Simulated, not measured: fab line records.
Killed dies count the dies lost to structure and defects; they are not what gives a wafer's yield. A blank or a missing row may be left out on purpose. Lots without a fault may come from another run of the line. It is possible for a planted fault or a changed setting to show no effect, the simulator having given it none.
Shared-tool check || flow gf180mcu || 36 wafers sampled across 10 lots

WHY THIS WAS OPENED
2 of 10 lots carry a flag on the reading V2_W_RS at GF_V2_RS_MEAS_24. Wafers without a fault read 0.328 ohm/sq, standard deviation 0.0032.
Rule: flag the lot when none of its wafers has a number, or when each of its wafers that has one lies beyond 4 standard deviations from that mean. The rest of the lots are taken to be sound.

{"lot": "L577", "measured": "day 20 08:08", "on": "film-metro-02", "V2_W_RS (ohm/sq), wafer by wafer": "0.325 0.329 0.325", "flag": ""}
{"lot": "L579", "measured": "day 21 03:20", "on": "film-metro-02", "V2_W_RS (ohm/sq), wafer by wafer": "0.362 0.362 0.360 0.361 0.362 0.360", "flag": "FLAGGED"}
{"lot": "L581", "measured": "day 21 19:55", "on": "film-metro-02", "V2_W_RS (ohm/sq), wafer by wafer": "0.367 0.372 0.368 0.368 0.372 0.367", "flag": "FLAGGED"}
{"lot": "L591", "measured": "day 25 14:05", "on": "film-metro-03", "V2_W_RS (ohm/sq), wafer by wafer": "0.329 0.332 0.329", "flag": ""}
{"lot": "L594", "measured": "day 26 07:33", "on": "film-metro-03", "V2_W_RS (ohm/sq), wafer by wafer": "0.331 0.327 0.332", "flag": ""}
{"lot": "L595", "measured": "day 26 17:42", "on": "film-metro-02", "V2_W_RS (ohm/sq), wafer by wafer": "0.327 0.328 0.328", "flag": ""}
{"lot": "L596", "measured": "day 26 22:56", "on": "film-metro-04", "V2_W_RS (ohm/sq), wafer by wafer": "0.323 0.328 0.326", "flag": ""}
{"lot": "L597", "measured": "day 27 06:16", "on": "film-metro-02", "V2_W_RS (ohm/sq), wafer by wafer": "0.326 0.324 0.328", "flag": ""}
{"lot": "L598", "measured": "day 27 11:38", "on": "film-metro-04", "V2_W_RS (ohm/sq), wafer by wafer": "0.327 0.329 0.328", "flag": ""}
{"lot": "L599", "measured": "day 27 18:05", "on": "film-metro-03", "V2_W_RS (ohm/sq), wafer by wafer": "0.326 0.325 0.324", "flag": ""}
On average the flagged lots' numbers are 0.365 ohm/sq, which is +0.037 ohm/sq against the usual, or +12 standard deviations.

TOOL THAT RAN EACH LOT
Before the reading, the record contains 3 process steps out of a 602-step route. In each cell: the tool, then ch and the chambers that the sampled wafers went through, then the start.
{"lot": "L577", "flag": "", "GF_M2_SPUTTER_03": "pvd-sputter-04, day 18 04:46", "GF_V2_CMP_04": "cmp-02 ch 0,1,3, day 19 05:40", "GF_V2_CVD_23": "cvd-w-01 ch 0,1, day 20 08:01"}
{"lot": "L579", "flag": "FLAGGED", "GF_M2_SPUTTER_03": "pvd-sputter-01, day 18 23:44", "GF_V2_CMP_04": "cmp-02 ch 0,3, day 20 01:14", "GF_V2_CVD_23": "cvd-w-01 ch 0,1, day 21 03:13"}
{"lot": "L581", "flag": "FLAGGED", "GF_M2_SPUTTER_03": "pvd-sputter-02, day 19 16:27", "GF_V2_CMP_04": "cmp-02 ch 0,2, day 20 18:29", "GF_V2_CVD_23": "cvd-w-01 ch 0,1, day 21 19:48"}
{"lot": "L591", "flag": "", "GF_M2_SPUTTER_03": "pvd-sputter-01, day 23 14:51", "GF_V2_CMP_04": "cmp-01 ch 1,2,3, day 24 15:00", "GF_V2_CVD_23": "cvd-w-02 ch 0,1, day 25 13:58"}
{"lot": "L594", "flag": "", "GF_M2_SPUTTER_03": "pvd-sputter-02, day 24 09:50", "GF_V2_CMP_04": "cmp-02 ch 0,2,3, day 25 08:59", "GF_V2_CVD_23": "cvd-w-01 ch 0,1, day 26 07:26"}
{"lot": "L595", "flag": "", "GF_M2_SPUTTER_03": "pvd-sputter-02, day 24 20:50", "GF_V2_CMP_04": "cmp-01 ch 2,3, day 25 19:16", "GF_V2_CVD_23": "cvd-w-02 ch 0,1, day 26 17:34"}
{"lot": "L596", "flag": "", "GF_M2_SPUTTER_03": "pvd-sputter-02, day 25 02:16", "GF_V2_CMP_04": "cmp-01 ch 0,1,3, day 26 01:03", "GF_V2_CVD_23": "cvd-w-01 ch 0,1, day 26 22:49"}
{"lot": "L597", "flag": "", "GF_M2_SPUTTER_03": "pvd-sputter-02, day 25 10:07", "GF_V2_CMP_04": "cmp-01 ch 2,3, day 26 08:14", "GF_V2_CVD_23": "cvd-w-02 ch 0,1, day 27 06:10"}
{"lot": "L598", "flag": "", "GF_M2_SPUTTER_03": "pvd-sputter-02, day 25 15:17", "GF_V2_CMP_04": "cmp-01 ch 0,1, day 26 13:14", "GF_V2_CVD_23": "cvd-w-02 ch 0,1, day 27 11:32"}
{"lot": "L599", "flag": "", "GF_M2_SPUTTER_03": "pvd-sputter-04, day 25 22:59", "GF_V2_CMP_04": "cmp-01 ch 0,1, day 26 21:02", "GF_V2_CVD_23": "cvd-w-01 ch 0,1, day 27 17:58"}
What the steps here do:
- GF_M2_SPUTTER_03: material Ti, target thk 10 nm, time 6.7 s.
- GF_V2_CMP_04: polishes SiO2.
- GF_V2_CVD_23: deposits W, target thk 350 nm, time 104.94 s.
- GF_V2_RS_MEAS_24: measures by four-point-probe.

FLAGGED AGAINST TOTAL, ONE TOOL AT A TIME (gauges that did the reading follow at the end)
{"step": "GF_M2_SPUTTER_03", "tool": "pvd-sputter-01", "lots run": 2, "flagged": 1, "share of the flagged lots": "some", "sound lots run after its first flagged lot": "1 (L591)"}
{"step": "GF_M2_SPUTTER_03", "tool": "pvd-sputter-02", "lots run": 6, "flagged": 1, "share of the flagged lots": "some", "sound lots run after its first flagged lot": "5 (L594,L595,L596,L597,L598)"}
{"step": "GF_M2_SPUTTER_03", "tool": "pvd-sputter-04", "lots run": 2, "flagged": 0, "share of the flagged lots": "none", "sound lots run after its first flagged lot": "-"}
{"step": "GF_V2_CMP_04", "tool": "cmp-01", "lots run": 6, "flagged": 0, "share of the flagged lots": "none", "sound lots run after its first flagged lot": "-"}
{"step": "GF_V2_CMP_04", "tool": "cmp-02", "lots run": 4, "flagged": 2, "share of the flagged lots": "all", "sound lots run after its first flagged lot": "1 (L594)"}
{"step": "GF_V2_CVD_23", "tool": "cvd-w-01", "lots run": 6, "flagged": 2, "share of the flagged lots": "all", "sound lots run after its first flagged lot": "3 (L594,L596,L599)"}
{"step": "GF_V2_CVD_23", "tool": "cvd-w-02", "lots run": 4, "flagged": 0, "share of the flagged lots": "none", "sound lots run after its first flagged lot": "-"}
{"step": "GF_V2_RS_MEAS_24", "tool": "film-metro-02", "lots run": 5, "flagged": 2, "share of the flagged lots": "all", "sound lots run after its first flagged lot": "2 (L595,L597)"}
{"step": "GF_V2_RS_MEAS_24", "tool": "film-metro-03", "lots run": 3, "flagged": 0, "share of the flagged lots": "none", "sound lots run after its first flagged lot": "-"}
{"step": "GF_V2_RS_MEAS_24", "tool": "film-metro-04", "lots run": 2, "flagged": 0, "share of the flagged lots": "none", "sound lots run after its first flagged lot": "-"}

WHAT THE TABLE PERMITS
Rows of the table that ran every flagged lot, 3 in all: cmp-02 at GF_V2_CMP_04, cvd-w-01 at GF_V2_CVD_23, film-metro-02 at GF_V2_RS_MEAS_24.
- cmp-02 at GF_V2_CMP_04: 2 of its 4 lots flagged. Lots that were sound ran on it after the first flagged one (L594); a persistent fault on the entire tool would not allow that.
- cvd-w-01 at GF_V2_CVD_23: 2 of its 6 lots flagged. Lots that were sound ran on it after the first flagged one (L594, L596, L599); a persistent fault on the entire tool would not allow that. Its own readings (susceptor-temp-C) fall more than 4 standard deviations out on all wafers of the flagged lots.
- film-metro-02 at GF_V2_RS_MEAS_24: 2 of its 5 lots flagged. Lots that were sound ran on it after the first flagged one (L595, L597); a persistent fault on the entire tool would not allow that.
There is no row in the table that ran each flagged lot and no sound lot after the first.

WHAT HAD BEEN PUT IN BY THE SIMULATOR
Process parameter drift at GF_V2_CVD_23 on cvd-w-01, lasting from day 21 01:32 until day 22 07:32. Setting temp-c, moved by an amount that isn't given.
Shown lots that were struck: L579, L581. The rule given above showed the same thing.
